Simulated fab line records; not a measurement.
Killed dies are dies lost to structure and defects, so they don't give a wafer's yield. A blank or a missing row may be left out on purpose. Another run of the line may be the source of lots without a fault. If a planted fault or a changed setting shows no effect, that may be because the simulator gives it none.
fab line records ; flow sky130 ; part 2 of 2: steps 29 to 37 of 37
record: lots: 5; wafers: 15; lastDay: 50
route steps=708 shown METAL4@633 VIA4@639 METAL5@661
lots that met no fault: from a run of the same line without faults
startH: the number of hours between the record's first day and the start of the first shown wafer of the lot ; waitH: how many hours have passed since the lot's step before this one ; " identical to the entry in the row above ; L1.1+2: several wafers, shown together as one row ; - no value, or no start given ; * or withheld: withheld ; < > ~ a bound
route shown NAME@n: names a module that has steps shown in the file, with the first one's number in the route ; usual: mean/standard deviation of fault-free wafers ; same: alike in all rows ; chamber/n: place in a boat ; sites: readings site by site ; _std_site: their standard deviation ; _edge_site: mean of outer sites minus mean of inner sites ; radiusMm: how far each site lies from the wafer's centre ; mask NAME#n: copy n ; behind: the last tool/chamber to shape the wafer ; hold: the reason the lot was held/the length of the hold in hours/how it ended ; device: names the non-switching transistor (n, p or np) ; end of line: the same wafers' tests at the end of the route ; step lacking rows: just its recipe ; killed: dies lost to structure and defects at the first sort, not the wafer's yield ; map: per-die view of a wafer (x killed, . not killed, _ where there is no die)
set.NAME: the setting that was run; set.NAME@STEP: the one run at that earlier step ; model.NAME: the simulator's own value behind a step, which no gauge read
lots at selected steps of the route; one table per step, one row per wafer
services: when a tool's chamber went out of use (startH, in hours from the record's first day, below 0 if earlier), for how many hours, and the reason
== steps ==
step: SKY_METAL5_SPUTTER_00
recipe: material: Ti; targetThkNm: 15; powerW: 3000; timeS: 10; chamberPressurePa: 0.4
usual: chamberPressurePa: 0.3999/0.00072; throttleValvePct: 30.5/0.93
lot.wafer;tool;chamber;startH;waitH;chamberPressurePa;throttleValvePct
L075.1;pvdSputter-03;-;1016.04;0.1;0.4010;30.8
L075.3;pvdSputter-03;-;1016.04;0.1;0.3991;30.8
L075.5;pvdSputter-03;-;1016.04;0.1;0.3993;31.5
L079.2;pvdSputter-04;-;1043.84;0.1;0.3993;29.2
L079.3;pvdSputter-04;-;1043.84;0.1;0.4006;30.4
L079.6;pvdSputter-04;-;1043.84;0.1;0.4002;30.6
L082.1;pvdSputter-03;-;1056.50;0.2;0.3995;31.8
L082.5;pvdSputter-03;-;1056.50;0.2;0.4004;31.6
L082.6;pvdSputter-03;-;1056.50;0.2;0.3991;31.7
L090.2;pvdSputter-03;-;1112.15;0.1;0.4003;31.6
L090.4;pvdSputter-03;-;1112.15;0.1;0.4005;30.6
L090.5;pvdSputter-03;-;1112.15;0.1;0.4000;30.8
L095.2;pvdSputter-04;-;1132.02;0.1;0.4009;30.9
L095.4;pvdSputter-04;-;1132.02;0.1;0.3995;31.0
L095.6;pvdSputter-04;-;1132.02;0.1;0.3994;30.6
step: SKY_METAL5_SPUTTER_01
recipe: material: TiN; targetThkNm: 20; powerW: 6500; timeS: 16.7; chamberPressurePa: 0.4
usual: chamberPressurePa: 0.3999/0.00084; throttleValvePct: 30.5/0.94
lot.wafer;tool;chamber;startH;waitH;chamberPressurePa;throttleValvePct
L075.1;pvdSputter-03;-;1016.06;0.0;0.4002;30.8
L075.3;pvdSputter-03;-;1016.06;0.0;0.4008;30.4
L075.5;pvdSputter-03;-;1016.06;0.0;0.4001;31.6
L079.2;pvdSputter-04;-;1043.86;0.0;0.3988;29.4
L079.3;pvdSputter-04;-;1043.86;0.0;0.3995;30.8
L079.6;pvdSputter-04;-;1043.86;0.0;0.3993;30.9
L082.1;pvdSputter-03;-;1056.52;0.0;0.3988;31.8
L082.5;pvdSputter-03;-;1056.52;0.0;0.4005;32.0
L082.6;pvdSputter-03;-;1056.52;0.0;0.3986;31.9
L090.2;pvdSputter-03;-;1112.17;0.0;0.4004;31.6
L090.4;pvdSputter-03;-;1112.17;0.0;0.4008;30.4
L090.5;pvdSputter-03;-;1112.17;0.0;0.3994;31.0
L095.2;pvdSputter-04;-;1132.04;0.0;0.3999;30.8
L095.4;pvdSputter-04;-;1132.04;0.0;0.3993;30.8
L095.6;pvdSputter-04;-;1132.04;0.0;0.4006;31.0
step: SKY_METAL5_SPUTTER_02
recipe: material: AlCu; targetThkNm: 1150; powerW: 10600; timeS: 61.2; chamberPressurePa: 0.4
usual: chamberPressurePa: 0.4000/0.00074; throttleValvePct: 30.5/0.95
lot.wafer;tool;chamber;startH;waitH;chamberPressurePa;throttleValvePct
L075.1;pvdSputter-03;-;1016.09;0.0;0.3985;31.1
L075.3;pvdSputter-03;-;1016.09;0.0;0.4005;30.5
L075.5;pvdSputter-03;-;1016.09;0.0;0.3992;31.6
L079.2;pvdSputter-04;-;1043.89;0.0;0.3996;29.4
L079.3;pvdSputter-04;-;1043.89;0.0;0.4007;30.5
L079.6;pvdSputter-04;-;1043.89;0.0;0.3988;30.8
L082.1;pvdSputter-03;-;1056.55;0.0;0.4004;32.0
L082.5;pvdSputter-03;-;1056.55;0.0;0.4004;31.6
L082.6;pvdSputter-03;-;1056.55;0.0;0.3998;31.5
L090.2;pvdSputter-03;-;1112.20;0.0;0.4011;31.6
L090.4;pvdSputter-03;-;1112.20;0.0;0.3983;30.6
L090.5;pvdSputter-03;-;1112.20;0.0;0.3997;30.6
L095.2;pvdSputter-04;-;1132.07;0.0;0.3996;30.5
L095.4;pvdSputter-04;-;1132.07;0.0;0.3984;30.9
L095.6;pvdSputter-04;-;1132.07;0.0;0.3996;31.0
step: SKY_METAL5_SPUTTER_03
recipe: material: Ti; targetThkNm: 5; powerW: 3000; timeS: 3.3; chamberPressurePa: 0.4
usual: chamberPressurePa: 0.3999/0.00071; throttleValvePct: 30.5/0.96
lot.wafer;tool;chamber;startH;waitH;chamberPressurePa;throttleValvePct
L075.1;pvdSputter-03;-;1016.14;0.0;0.3996;30.9
L075.3;pvdSputter-03;-;1016.14;0.0;0.3995;30.6
L075.5;pvdSputter-03;-;1016.14;0.0;0.4005;31.5
L079.2;pvdSputter-04;-;1043.94;0.0;0.3982;29.2
L079.3;pvdSputter-04;-;1043.94;0.0;0.4005;30.6
L079.6;pvdSputter-04;-;1043.94;0.0;0.4007;30.6
L082.1;pvdSputter-03;-;1056.60;0.0;0.4003;31.5
L082.5;pvdSputter-03;-;1056.60;0.0;0.4001;31.8
L082.6;pvdSputter-03;-;1056.60;0.0;0.3988;31.9
L090.2;pvdSputter-03;-;1112.25;0.0;0.4009;31.8
L090.4;pvdSputter-03;-;1112.25;0.0;0.4001;30.8
L090.5;pvdSputter-03;-;1112.25;0.0;0.3994;30.9
L095.2;pvdSputter-04;-;1132.12;0.0;0.4011;30.6
L095.4;pvdSputter-04;-;1132.12;0.0;0.3997;30.5
L095.6;pvdSputter-04;-;1132.12;0.0;0.3993;31.2
step: SKY_METAL5_SPUTTER_04
recipe: material: TiN; targetThkNm: 70; powerW: 6500; timeS: 58.3; chamberPressurePa: 0.4
usual: chamberPressurePa: 0.4000/0.00084; throttleValvePct: 30.5/0.9
lot.wafer;tool;chamber;startH;waitH;chamberPressurePa;throttleValvePct
L075.1;pvdSputter-03;-;1016.16;0.0;0.3990;30.6
L075.3;pvdSputter-03;-;1016.16;0.0;0.3991;30.5
L075.5;pvdSputter-03;-;1016.16;0.0;0.4006;31.6
L079.2;pvdSputter-04;-;1043.96;0.0;0.3999;29.0
L079.3;pvdSputter-04;-;1043.96;0.0;0.4006;30.6
L079.6;pvdSputter-04;-;1043.96;0.0;0.4011;30.4
L082.1;pvdSputter-03;-;1056.61;0.0;0.4003;31.8
L082.5;pvdSputter-03;-;1056.61;0.0;0.3995;31.6
L082.6;pvdSputter-03;-;1056.61;0.0;0.3989;31.7
L090.2;pvdSputter-03;-;1112.27;0.0;0.4001;31.7
L090.4;pvdSputter-03;-;1112.27;0.0;0.4001;30.6
L090.5;pvdSputter-03;-;1112.27;0.0;0.4004;30.9
L095.2;pvdSputter-04;-;1132.14;0.0;0.4003;30.7
L095.4;pvdSputter-04;-;1132.14;0.0;0.4004;30.8
L095.6;pvdSputter-04;-;1132.14;0.0;0.3999;30.8
step: SKY_METAL5_RS_MEAS_05
recipe: thkMeasGauge: four-point-probe; reads: TiN_of_METAL5_SPUTTER_04+Ti_of_METAL5_SPUTTER_03+AlCu_of_METAL5_SPUTTER_02+TiN_of_METAL5_SPUTTER_01+Ti_of_METAL5_SPUTTER_00
usual: METAL5_ALCU_RS: 0.0270/0.00033
lot.wafer;tool;chamber;startH;waitH;METAL5_ALCU_RS[ohm/sq]
L075.1;filmMetro-04;-;1016.21;0.0;0.0268
L075.3;filmMetro-04;-;1016.21;0.0;0.0270
L075.5;filmMetro-04;-;1016.21;0.0;0.0271
L079.2;filmMetro-01;-;1044.04;0.1;0.0267
L079.3;filmMetro-01;-;1044.04;0.1;0.0267
L079.6;filmMetro-01;-;1044.04;0.1;0.0266
L082.1;filmMetro-04;-;1056.66;0.0;0.0271
L082.5;filmMetro-04;-;1056.66;0.0;0.0272
L082.6;filmMetro-04;-;1056.66;0.0;0.0271
L090.2;filmMetro-02;-;1112.37;0.1;0.0270
L090.4;filmMetro-02;-;1112.37;0.1;0.0273
L090.5;filmMetro-02;-;1112.37;0.1;0.0272
L095.2;filmMetro-02;-;1132.21;0.0;0.0266
L095.4;filmMetro-02;-;1132.21;0.0;0.0266
L095.6;filmMetro-02;-;1132.21;0.0;0.0267
step: SKY_METAL5_THK_MEAS_06
recipe: thkMeasGauge: xrf; reads: AlCu_of_METAL5_SPUTTER_02
usual: METAL5_ALCU_THK: 1155/16
lot.wafer;tool;chamber;startH;waitH;METAL5_ALCU_THK[nm]
L075.1;filmMetro-04;-;1016.33;0.1;1147
L075.3;filmMetro-04;-;1016.33;0.1;1143
L075.5;filmMetro-04;-;1016.33;0.1;1137
L079.2;filmMetro-01;-;1044.15;0.1;1163
L079.3;filmMetro-01;-;1044.15;0.1;1169
L079.6;filmMetro-01;-;1044.15;0.1;1177
L082.1;filmMetro-04;-;1056.78;0.1;1146
L082.5;filmMetro-04;-;1056.78;0.1;1140
L082.6;filmMetro-04;-;1056.78;0.1;1140
L090.2;filmMetro-02;-;1112.48;0.1;1158
L090.4;filmMetro-02;-;1112.48;0.1;1150
L090.5;filmMetro-02;-;1112.48;0.1;1157
L095.2;filmMetro-02;-;1132.32;0.1;1174
L095.4;filmMetro-02;-;1132.32;0.1;1180
L095.6;filmMetro-02;-;1132.32;0.1;1182
step: SKY_METAL5_DEHYDRATE_07
recipe: tempC: 200; timeS: 60
usual: heaterPowerTotalW: 160.37/0.12
lot.wafer;tool;chamber;startH;waitH;heaterPowerTotalW
L075.1;lithoTrack-04;0;1026.81;10.5;160.19
L075.3;lithoTrack-04;0;1026.81;10.5;160.45
L075.5;lithoTrack-04;0;1026.81;10.5;160.60
L079.2;lithoTrack-01;0;1054.88;10.7;160.33
L079.3;lithoTrack-01;0;1054.88;10.7;160.22
L079.6;lithoTrack-01;0;1054.88;10.7;160.31
L082.1;lithoTrack-02;0;1066.60;9.8;160.30
L082.5;lithoTrack-02;0;1066.60;9.8;160.55
L082.6;lithoTrack-02;0;1066.60;9.8;160.22
L090.2;lithoTrack-02;0;1121.48;9.0;160.33
L090.4;lithoTrack-02;0;1121.48;9.0;160.59
L090.5;lithoTrack-02;0;1121.48;9.0;160.21
L095.2;lithoTrack-01;0;1140.63;8.3;160.27
L095.4;lithoTrack-01;0;1140.63;8.3;160.58
L095.6;lithoTrack-01;0;1140.63;8.3;160.48
step: SKY_METAL5_HMDS_08
recipe: primeTimeS: 60; primeTempC: 120
same: primeTimeS: 60
lot.wafer;tool;chamber;startH;waitH
L075.1+3+5;lithoTrack-04;0;1026.96;0.1
L079.2+3+6;lithoTrack-01;0;1055.03;0.1
L082.1+5+6;lithoTrack-02;0;1066.75;0.1
L090.2+4+5;lithoTrack-02;0;1121.63;0.1
L095.2+4+6;lithoTrack-01;0;1140.78;0.1
== services ==
tool;chamber;startH;hours;kind
hdpcvd-01;2;971.85;12.2;repair
rieDiel-01;1;980.43;18.8;repair
rieDiel-02;-;994.60;15.6;pm
cvdW-02;0;1000.98;6.5;repair
hdpcvd-01;-;1001.94;6.0;pm
rieDiel-02;2;1014.01;16.6;repair
cvdW-02;-;1016.27;2.8;pm
ilineStepper-02;-;1017.92;1.7;pm
cmp-02;-;1028.40;4.0;pm
rieDiel-01;0;1030.83;5.2;repair
hdpcvd-01;-;1041.61;0.9;repair
cmp-01;-;1042.68;2.2;pm
pvdSputter-04;-;1053.14;3.7;repair
hdpcvd-01;-;1059.82;1.0;repair
rieDiel-01;-;1059.89;1.9;repair
ilineStepper-02;-;1064.38;2.1;pm
cmp-02;-;1066.73;4.9;pm
cmp-01;-;1068.05;1.6;repair
cmp-02;-;1084.47;4.0;pm
cmp-02;-;1100.20;1.5;repair
cmp-02;-;1101.55;3.4;repair
plasmaAsher-03;-;1103.78;1.5;repair
pvdSputter-03;-;1127.05;0.6;repair
cmp-01;-;1130.51;14.8;pm
